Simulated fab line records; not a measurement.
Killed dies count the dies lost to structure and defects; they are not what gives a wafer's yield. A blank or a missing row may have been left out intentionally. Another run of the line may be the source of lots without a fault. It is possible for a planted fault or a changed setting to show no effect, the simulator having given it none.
fab line records | flow sky130
record lots=24 wafers=72 last-day=51
route steps=708 shown METAL3@567 VIA3@575 METAL4@631 VIA4@650 PASSIVATION@684
lots that met no fault: from a run of the same line without faults
start-h: hours from the record's first day to the start of the lot's first wafer shown | wait-h: how many hours have passed since the lot's step before this one | " repeats the value in the row above | L1.1+2: one row covering several wafers at once | - value missing, or start not given | * or withheld: withheld | < > ~ a bound
route shown NAME@n: a module of which the file shows steps, and the number in the route of the first | usual: average and standard deviation across the fault-free wafers | same: alike in all rows | chamber/n: place in a boat | sites: each site's reading | _std_site: the values' standard deviation | _edge_site: the outer-site mean with the inner-site mean subtracted | radius-mm: how far each site lies from the wafer's centre | mask NAME#n: copy n | behind: tool/chamber where the wafer was last shaped | hold: the reason the lot was held/the length of the hold in hours/how it ended | device: whichever transistor did not switch (one of n, p or np) | end of line: the tests these same wafers got at the end of their route | a step with no rows: only its recipe | killed: count of dies lost to structure and defects at first sort (not the wafer's yield) | map: a wafer's dies, x killed, . not, _ none there
set.NAME: setting as actually run; set.NAME@STEP: the setting as run at that earlier step | model.NAME: the simulator's own value behind a step, which no gauge read
the route's steps for a sample of lots (tables are steps, rows are wafers)
services: a tool's chamber out of use, with start hour (start-h, from the record's first day; less than 0 if before it), hours out, and reason
## steps
# step SKY_METAL3_ETCH_17
# recipe target=SiO2 stop-on=TiN chemistry=C4F8/O2/Ar source-w=1500 bias-w=1200 pressure-mtorr=40 c4f8-flow-sccm=withheld O2_flow_sccm=6 Ar_flow_sccm=300 time-s=3.9 target-depth-a=150
# usual oes-product-au=0.755/0.0077
# columns lot.wafer tool chamber start-h wait-h oes-product-au rf-hours-counter-h
L074.1 rie-diel-03 0 923.85 0.1 0.747 5
L074.3 " 2 " " 0.742 5
L074.4 " 2 " " 0.744 -
L076.1 rie-diel-04 0 943.66 0.1 0.752 14
L076.2 " 1 " " 0.758 14
L076.4 " 2 " " 0.755 -
L077.4 rie-diel-04 2 946.40 0.0 0.767 -
L077.5 " 1 " " 0.756 -
L077.6 " 0 " " 0.761 -
L075.1 rie-diel-03 3 948.50 0.1 0.743 10
L075.4 " 1 " " 0.750 0
L075.6 " 0 " " 0.748 -
L078.1 rie-diel-03 3 962.56 0.1 0.759 10
L078.3 " 2 " " 0.756 6
L078.6 " 0 " " 0.757 -
L079.3 rie-diel-03 0 964.12 0.0 0.764 6
L079.5 " 0 " " 0.766 -
L079.6 " 1 " " 0.768 -
L081.1 rie-diel-03 3 971.41 0.1 0.741 10
L081.2 " 1 " " 0.743 1
L081.3 " 0 " " 0.767 6
L080.2 rie-diel-03 0 973.12 0.1 0.763 6
L080.4 " 2 " " 0.763 6
L080.5 " 3 " " 0.771 -
L082.2 rie-diel-04 2 988.07 0.1 0.754 13
L082.5 " 0 " " 0.763 -
L082.6 " 1 " " 0.751 -
L083.2 rie-diel-04 1 991.50 0.1 0.752 15
L083.4 " 0 " " 0.751 16
L083.6 " 2 " " 0.750 -
L084.1 rie-diel-03 0 993.80 0.1 0.755 7
L084.4 " 0 " " 0.770 -
L084.6 " 3 " " 0.761 -
L085.1 rie-diel-03 3 1003.40 0.1 0.752 11
L085.4 " 1 " " 0.749 1
L085.5 " 3 " " 0.755 -
L087.3 rie-diel-02 3 1015.70 0.0 0.754 17
L087.4 " 0 " " 0.759 20
L087.6 " 0 " " 0.751 -
L086.1 rie-diel-02 1 1017.81 0.1 0.762 10
L086.4 " 0 " " 0.758 20
L086.5 " 2 " " 0.752 -
L088.3 rie-diel-03 3 1021.32 0.0 0.744 12
L088.4 " 1 " " 0.762 2
L088.5 " 2 " " 0.757 -
L089.1 rie-diel-04 1 1031.90 0.1 0.754 17
L089.2 " 3 " " 0.759 3
L089.5 " 3 " " 0.769 -
L090.3 rie-diel-03 0 1034.25 0.0 0.760 8
L090.4 " 3 " " 0.749 -
L090.5 " 0 " " 0.760 -
L091.1 rie-diel-03 3 1037.06 0.1 0.753 12
L091.3 " 2 " " 0.751 8
L091.6 " 3 " " 0.737 -
L092.1 rie-diel-04 1 1042.52 0.1 0.759 17
L092.5 " 3 " " 0.749 -
L092.6 " 0 " " 0.764 -
L093.2 rie-diel-03 1 1043.45 0.1 0.752 3
L093.3 " 0 " " 0.764 8
L093.4 " 2 " " 0.771 9
L094.2 rie-diel-04 0 1060.06 0.1 0.747 18
L094.3 " 2 " " 0.754 16
L094.4 " 1 " " 0.754 18
L095.1 rie-diel-04 0 1063.57 0.1 0.749 18
L095.4 " 3 " " 0.762 4
L095.5 " 1 " " 0.767 -
L096.1 rie-diel-03 1 1066.05 0.1 0.752 3
L096.4 " 3 " " 0.751 13
L096.6 " 0 " " 0.764 -
L097.1 rie-diel-04 1 1078.05 0.1 0.753 18
L097.3 " 3 " " 0.749 4
L097.4 " 0 " " 0.749 18
# step SKY_VIA3_CMP_02
# recipe material=SiO2 down-force-psi=4 platen-rpm=60 pad-velocity-m-s=0.94248
# usual motor-current-A=11.9/1.3
# columns lot.wafer tool chamber start-h wait-h motor-current-A
L074.4 cmp-01 2 924.93 0.1 11.1
L074.3 " 3 " " 10.8
L074.1 " 0 " " 15.2
L076.2 cmp-01 1 944.78 0.1 11.9
L076.1 " 2 " " 10.7
L076.4 " 3 " " 11.2
L077.4 cmp-01 0 947.46 0.1 15.5
L077.5 " 3 " " 11.4
L077.6 " 0 " " 14.5
L075.1 cmp-02 1 949.51 0.1 11.6
L075.4 " 0 " " 10.2
L075.6 " 2 " " 12.5
L078.3 cmp-02 2 963.66 0.0 12.1
L078.1 " 1 " " 12.6
L078.6 " 3 " " 12.3
L079.3 cmp-02 1 965.16 0.0 12.5
L079.6 " 1 " " 12.1
L079.5 " 2 " " 12.3
L081.1 cmp-02 3 972.43 0.1 11.6
L081.2 " 0 " " 9.5
L081.3 " 2 " " 12.0
L080.4 cmp-02 0 974.45 0.3 9.8
L080.2 " 1 " " 12.2
L080.5 " 0 " " 10.3
L082.2 cmp-01 2 989.24 0.2 11.0
L082.6 " 2 " " 10.9
L082.5 " 3 " " 11.0
L083.4 cmp-02 0 992.64 0.0 9.8
L083.2 " 1 " " 12.0
L083.6 " 1 " " 12.1
L084.1 cmp-02 2 995.00 0.1 11.9
L084.4 " 3 " " 12.0
L084.6 " 2 " " 12.7
L085.4 cmp-02 0 1004.56 0.1 10.1
L085.1 " 2 " " 12.2
L085.5 " 0 " " 9.6
L087.3 cmp-01 1 1017.02 0.1 12.3
L087.4 " 3 " " 10.7
L087.6 " 1 " " 12.0
L086.4 cmp-01 3 1018.88 0.1 11.5
L086.1 " 1 " " 12.4
L086.5 " 3 " " 10.9
L088.3 cmp-02 2 1022.56 0.1 12.5
L088.4 " 0 " " 10.5
L088.5 " 2 " " 12.3
L089.2 cmp-01 1 1032.91 0.0 12.3
L089.1 " 0 " " 14.4
L089.5 " 2 " " 10.7
L090.3 cmp-01 1 1035.32 0.0 12.2
L090.4 " 2 " " 11.6
L090.5 " 1 " " 12.4
L091.3 cmp-02 3 1038.08 0.0 11.9
L091.1 " 0 " " 10.1
L091.6 " 3 " " 11.6
L092.1 cmp-01 1 1043.59 0.1 11.3
L092.6 " 0 " " 14.6
L092.5 " 1 " " 12.7
L093.4 cmp-02 2 1044.49 0.0 12.5
L093.3 " 0 " " 10.1
L093.2 " 1 " " 12.1
L094.4 cmp-01 3 1061.16 0.0 11.0
L094.2 " 0 " " 15.2
L094.3 " 1 " " 12.1
L095.1 cmp-01 3 1064.59 0.1 11.4
L095.4 " 1 " " 12.1
L095.5 " 3 " " 11.6
L096.4 cmp-02 0 1067.06 0.0 9.3
L096.1 " 3 " " 11.9
L096.6 " 0 " " 10.1
L097.3 cmp-02 2 1079.17 0.0 12.8
L097.1 " 3 " " 11.8
L097.4 " 0 " " 10.1
# step SKY_VIA3_RS_MEAS_22
# recipe thk-meas-gauge=four-point-probe reads=W_of_VIA3_CVD_21+TiN_of_VIA3_SPUTTER_20
# usual VIA3_W_RS=0.294/0.0035
# columns lot.wafer tool chamber start-h wait-h VIA3_W_RS[ohm/sq]
L074.1 film-metro-01 - 951.37 0.1 0.295
L074.3 " - " " 0.293
L074.4 " - " " 0.296
L076.1 film-metro-04 - 970.37 0.1 0.299
L076.2 " - " " 0.295
L076.4 " - " " 0.294
L077.4 film-metro-01 - 973.68 0.1 0.293
L077.5 " - " " 0.291
L077.6 " - " " 0.292
L075.1 film-metro-01 - 975.71 0.1 0.289
L075.4 " - " " 0.292
L075.6 " - " " 0.296
L078.1 film-metro-04 - 990.00 0.1 0.295
L078.3 " - " " 0.295
L078.6 " - " " 0.290
L079.3 film-metro-02 - 991.21 0.1 0.294
L079.5 " - " " 0.293
L079.6 " - " " 0.293
L081.1 film-metro-01 - 998.51 0.1 0.292
L081.2 " - " " 0.294
L081.3 " - " " 0.292
L080.2 film-metro-01 - 999.84 0.1 0.292
L080.4 " - " " 0.292
L080.5 " - " " 0.292
L082.2 film-metro-02 - 1014.56 0.1 0.294
L082.5 " - " " 0.293
L082.6 " - " " 0.294
L083.2 film-metro-02 - 1017.12 0.1 0.292
L083.4 " - " " 0.294
L083.6 " - " " 0.289
L084.1 film-metro-04 - 1019.67 0.1 0.292
L084.4 " - " " 0.295
L084.6 " - " " 0.294
L085.1 film-metro-01 - 1029.07 0.1 0.296
L085.4 " - " " 0.294
L085.5 " - " " 0.297
L087.3 film-metro-02 - 1042.05 0.1 0.284
L087.4 " - " " 0.294
L087.6 " - " " 0.297
L086.1 film-metro-04 - 1043.97 0.1 0.299
L086.4 " - " " 0.296
L086.5 " - " " 0.296
L088.3 film-metro-04 - 1047.26 0.1 0.299
L088.4 " - " " 0.302
L088.5 " - " " 0.298
L089.1 film-metro-04 - 1057.94 0.1 0.290
L089.2 " - " " 0.297
L089.5 " - " " 0.295
L090.3 film-metro-02 - 1059.90 0.1 0.290
L090.4 " - " " 0.298
L090.5 " - " " 0.298
L091.1 film-metro-01 - 1061.98 0.1 0.295
L091.3 " - " " 0.298
L091.6 " - " " 0.296
L092.1 film-metro-01 - 1066.77 0.1 0.296
L092.5 " - " " 0.295
L092.6 " - " " 0.302
L093.2 film-metro-01 - 1068.43 0.1 0.287
L093.3 " - " " 0.295
L093.4 " - " " 0.289
L094.2 film-metro-02 - 1084.70 0.1 0.288
L094.3 " - " " 0.290
L094.4 " - " " 0.295
L095.1 film-metro-04 - 1088.00 0.1 0.295
L095.4 " - " " 0.295
L095.5 " - " " 0.291
L096.1 film-metro-02 - 1089.84 0.1 0.294
L096.4 " - " " 0.298
L096.6 " - " " 0.292
L097.1 film-metro-02 - 1101.70 0.1 0.289
L097.3 " - " " 0.295
L097.4 " - " " 0.294
# step SKY_METAL4_DESCUM_15
# recipe chemistry=O2 source-power-w=150 bias-power-w=0 pressure-mtorr=10 temp-c=40 time-s=8
# usual drypump-motor-current-A=5.51/0.28 oes-product-au=0.998/0.013 temp-c=40.00/0.1
# columns lot.wafer tool chamber start-h wait-h drypump-motor-current-A oes-product-au rf-hours-counter-h temp-c
L074.1 rie-metal-01 0 1002.27 0.0 5.71 0.988 14 39.81
L074.3 " 1 " " 5.26 0.986 - 40.03
L074.4 " 0 " " 5.75 0.990 - 39.80
L076.1 rie-metal-01 0 1019.49 0.0 5.73 0.975 15 40.12
L076.2 " 0 " " 5.71 0.976 - 40.10
L076.4 " 0 " " 5.72 0.981 - 40.00
L077.4 rie-metal-04 0 1022.88 0.0 5.17 1.000 - 40.04
L077.5 " 0 " " 5.16 1.000 - 40.11
L077.6 " 1 " " 5.84 0.982 - 40.09
L075.1 rie-metal-01 0 1024.69 0.0 5.72 0.977 16 40.07
L075.4 " 0 " " 5.75 0.978 - 40.02
L075.6 " 0 " " 5.76 0.985 - 40.07
L078.1 rie-metal-04 0 1038.94 0.0 5.21 0.997 12 39.97
L078.3 " 1 " " 5.83 0.989 - 40.01
L078.6 " 0 " " 5.20 1.003 - 40.06
L079.3 rie-metal-02 1 1039.65 0.0 5.72 1.017 - 39.92
L079.5 " 1 " " 5.70 1.009 - 39.97
L079.6 " 0 " " 5.23 1.018 - 39.98
L081.1 rie-metal-01 0 1047.12 0.0 5.68 0.986 18 40.04
L081.2 " 1 " " 5.26 1.007 1 39.91
L081.3 " 1 " " 5.27 1.001 - 40.01
L080.2 rie-metal-01 1 1048.79 0.0 5.27 1.008 1 40.01
L080.4 " 0 " " 5.70 0.992 - 39.84
L080.5 " 1 " " 5.26 1.005 - 40.03
L082.2 rie-metal-02 1 1062.82 0.0 5.71 1.009 21 40.01
L082.5 " 0 " " 5.22 1.017 - 39.95
L082.6 " 1 " " 5.71 1.008 - 40.10
L083.2 rie-metal-04 1 1063.47 0.0 5.83 0.990 18 39.86
L083.4 " 0 " " 5.18 0.986 - 39.89
L083.6 " 0 " " 5.16 0.989 - 40.04
L084.1 rie-metal-04 0 1066.34 0.0 5.17 1.001 14 39.85
L084.4 " 0 " " 5.17 0.995 - 39.90
L084.6 " 1 " " 5.83 1.003 - 39.90
L085.1 rie-metal-01 1 1075.64 0.0 5.28 1.016 3 39.82
L085.4 " 1 " " 5.27 1.005 - 39.94
L085.5 " 1 " " 5.29 1.002 - 39.89
L087.3 rie-metal-02 0 1087.35 0.0 5.21 1.018 - 39.95
L087.4 " 1 " " 5.73 1.011 - 39.90
L087.6 " 1 " " 5.74 1.017 - 39.92
L086.1 rie-metal-04 0 1089.49 0.0 5.18 1.003 16 39.95
L086.4 " 1 " " 5.84 0.988 - 40.00
L086.5 " 0 " " 5.17 0.990 - 39.82
L088.3 rie-metal-02 0 1093.10 0.0 5.22 1.019 - 39.99
L088.4 " 1 " " 5.72 1.015 - 40.04
L088.5 " 1 " " 5.72 1.021 - 39.98
L089.1 rie-metal-04 0 1103.17 0.0 5.19 1.005 17 39.86
L089.2 " 1 " " 5.84 0.990 21 39.91
L089.5 " 0 " " 5.16 1.002 - 39.92
L090.3 rie-metal-04 1 1104.95 0.0 5.82 0.988 - 39.96
L090.4 " 0 " " 5.17 1.000 - 40.02
L090.5 " 0 " " 5.20 1.005 - 40.01
L091.1 rie-metal-02 1 1107.02 0.0 5.71 0.996 24 40.18
L091.3 " 0 " " 5.21 1.000 - 40.13
L091.6 " 1 " " 5.71 1.005 - 39.96
L092.1 rie-metal-04 0 1110.59 0.0 5.18 0.999 17 40.18
L092.5 " 0 " " 5.16 1.004 - 40.16
L092.6 " 1 " " 5.83 0.980 - 40.12
L093.2 rie-metal-04 0 1113.14 0.0 5.18 0.994 18 39.97
L093.3 " 0 " " 5.20 1.001 - 40.11
L093.4 " 1 " " 5.85 0.976 - 39.89
L094.2 rie-metal-02 1 1128.54 0.0 5.74 1.003 26 40.07
L094.3 " 1 " " 5.74 1.001 - 40.07
L094.4 " 0 " " 5.22 1.023 - 40.00
L095.1 rie-metal-04 1 1130.52 0.0 5.85 0.996 24 39.89
L095.4 " 1 " " 5.85 0.987 - 39.87
L095.5 " 1 " " 5.86 0.988 - 40.04
L096.1 rie-metal-01 0 1133.47 0.0 5.76 0.999 24 39.96
L096.4 " 1 " " 5.28 1.000 - 40.18
L096.6 " 0 " " 5.76 0.991 - 39.91
L097.1 rie-metal-02 0 1143.89 0.0 5.23 1.013 20 39.98
L097.3 " 0 " " 5.22 1.013 - 40.03
L097.4 " 1 " " 5.73 1.004 - 40.07
# step SKY_VIA4_OVL_MEAS_11
# usual VIA4_OVL=0.4/1.4
# columns lot.wafer tool chamber start-h wait-h VIA4_OVL[nm]
L074.1 overlay-02 - 1026.88 0.1 2.7
L074.3 " - " " 2.8
L074.4 " - " " 1.7
L076.1 overlay-02 - 1044.13 0.1 0.2
L076.2 " - " " -1.4
L076.4 " - " " -0.5
L077.4 overlay-01 - 1047.75 0.1 0.4
L077.5 " - " " 0.8
L077.6 " - " " -0.1
L075.1 overlay-02 - 1049.21 0.1 -0.6
L075.4 " - " " -2.4
L075.6 " - " " -1.1
L078.1 overlay-01 - 1062.96 0.1 2.2
L078.3 " - " " 3.0
L078.6 " - " " 2.2
L079.3 overlay-01 - 1063.62 0.1 0.9
L079.5 " - " " 0.7
L079.6 " - " " -1.6
L081.1 overlay-01 - 1070.67 0.1 -0.2
L081.2 " - " " 0.0
L081.3 " - " " 0.2
L080.2 overlay-02 - 1072.67 0.1 -0.7
L080.4 " - " " -1.3
L080.5 " - " " -0.6
L082.2 overlay-02 - 1086.24 0.1 1.3
L082.5 " - " " 0.9
L082.6 " - " " 1.6
L083.2 overlay-01 - 1086.84 0.1 2.6
L083.4 " - " " 0.8
L083.6 " - " " 2.0
L084.1 overlay-01 - 1089.63 0.1 1.3
L084.4 " - " " 1.8
L084.6 " - " " 1.3
L085.1 overlay-02 - 1098.23 0.1 3.1
L085.4 " - " " 1.5
L085.5 " - " " 1.7
L087.3 overlay-02 - 1110.10 0.1 -0.5
L087.4 " - " " -0.6
L087.6 " - " " 1.4
L086.1 overlay-02 - 1111.67 0.1 -0.3
L086.4 " - " " -1.2
L086.5 " - " " -2.6
L088.3 overlay-01 - 1115.45 0.1 2.2
L088.4 " - " " 1.1
L088.5 " - " " 2.0
L089.1 overlay-01 - 1124.81 0.1 0.3
L089.2 " - " " 0.9
L089.5 " - " " 1.7
L090.3 overlay-02 - 1127.07 0.1 2.1
L090.4 " - " " 1.4
L090.5 " - " " 0.5
L091.1 overlay-02 - 1129.28 0.1 -0.7
L091.3 " - " " -0.8
L091.6 " - " " -2.8
L092.1 overlay-02 - 1132.68 0.1 -1.8
L092.5 " - " " -0.4
L092.6 " - " " -0.6
L093.2 overlay-01 - 1134.94 0.1 1.5
L093.3 " - " " 0.6
L093.4 " - " " 1.1
L094.2 overlay-01 - 1149.24 0.1 1.0
L094.3 " - " " -0.5
L094.4 " - " " 0.8
L095.1 overlay-02 - 1151.11 0.1 -0.8
L095.4 " - " " 0.7
L095.5 " - " " 1.0
L096.1 overlay-01 - 1154.03 0.1 -1.6
L096.4 " - " " -1.9
L096.6 " - " " 0.5
L097.1 overlay-01 - 1164.13 0.1 -0.3
L097.3 " - " " 0.1
L097.4 " - " " -0.2
# step SKY_PASSIVATION_THK_MEAS_03
# recipe reads=Si3N4_of_PASSIVATION_CVD_02
# usual PASSIVATION_CVD_02_THK=541/7.3
# columns lot.wafer tool chamber start-h wait-h PASSIVATION_CVD_02_THK[nm]
L074.1 film-metro-01 - 1052.93 - 534
L074.3 " - " " 543
L074.4 " - " " 544
L076.1 film-metro-02 - 1069.40 - 534
L076.2 " - " " 538
L076.4 " - " " 534
L077.4 film-metro-01 - 1072.22 - 558
L077.5 " - " " 541
L077.6 " - " " 552
L075.1 film-metro-01 - 1074.21 - 531
L075.4 " - " " 540
L075.6 " - " " 541
L078.1 film-metro-04 - 1087.70 - 530
L078.3 " - " " 529
L078.6 " - " " 542
L079.3 film-metro-01 - 1088.84 - 532
L079.5 " - " " 548
L079.6 " - " " 552
L081.1 film-metro-01 - 1094.79 - 539
L081.2 " - " " 540
L081.3 " - " " 544
L080.2 film-metro-02 - 1097.09 - 532
L080.4 " - " " 542
L080.5 " - " " 550
L082.2 film-metro-02 - 1109.27 - 536
L082.5 " - " " 543
L082.6 " - " " 546
L083.2 film-metro-01 - 1110.41 - 539
L083.4 " - " " 548
L083.6 " - " " 548
L084.1 film-metro-04 - 1113.56 - 542
L084.4 " - " " 543
L084.6 " - " " 549
L085.1 film-metro-01 - 1122.31 - 538
L085.4 " - " " 544
L085.5 " - " " 538
L087.3 film-metro-02 - 1133.23 - 547
L087.4 " - " " 558
L087.6 " - " " 548
L086.1 film-metro-01 - 1134.60 - 532
L086.4 " - " " 544
L086.5 " - " " 540
L088.3 film-metro-04 - 1138.81 - 534
L088.4 " - " " 532
L088.5 " - " " 543
L089.1 film-metro-04 - 1147.66 - 537
L089.2 " - " " 526
L089.5 " - " " 549
L090.3 film-metro-01 - 1149.67 - 527
L090.4 " - " " 541
L090.5 " - " " 546
L091.1 film-metro-04 - 1151.74 - 553
L091.3 " - " " 542
L091.6 " - " " 541
L092.1 film-metro-02 - 1154.79 - 527
L092.5 " - " " 554
L092.6 " - " " 542
L093.2 film-metro-04 - 1156.85 - 538
L093.3 " - " " 531
L093.4 " - " " 541
L094.2 film-metro-04 - 1170.45 - 547
L094.3 " - " " 537
L094.4 " - " " 545
L095.1 film-metro-04 - 1172.19 - 527
L095.4 " - " " 558
L095.5 " - " " 542
L096.1 film-metro-01 - 1174.29 - 542
L096.4 " - " " 548
L096.6 " - " " 545
L097.1 film-metro-02 - 1185.45 - 533
L097.3 " - " " 546
L097.4 " - " " 536
## services
# columns tool chamber start-h hours kind
cmp-01 - 912.00 4.0 pm
cmp-01 - 919.43 2.0 repair
rie-diel-04 3 920.42 4.7 repair
rie-diel-04 2 922.62 1.8 repair
cmp-01 - 928.16 4.4 repair
rie-metal-04 - 933.44 26.7 repair
rie-diel-03 0 936.03 8.2 repair
cmp-02 - 936.58 9.3 repair
rie-diel-04 3 943.15 21.8 repair
cmp-01 - 955.60 25.6 pm
rie-diel-03 - 965.00 2.8 pm
rie-diel-04 3 965.27 2.7 repair
cmp-02 - 981.53 7.5 pm
rie-diel-03 1 992.95 4.3 repair
rie-diel-03 1 1029.67 5.6 repair
cmp-01 - 1041.34 0.7 repair
cmp-01 - 1067.99 4.4 pm
cmp-02 - 1082.39 0.8 repair
cmp-02 - 1088.90 4.0 pm
cmp-02 - 1092.95 2.3 repair
rie-diel-03 1 1113.43 18.9 repair
cmp-01 - 1114.21 1.2 repair
cmp-02 - 1125.63 0.8 repair
rie-diel-04 3 1129.32 6.4 repair
## key
fault none
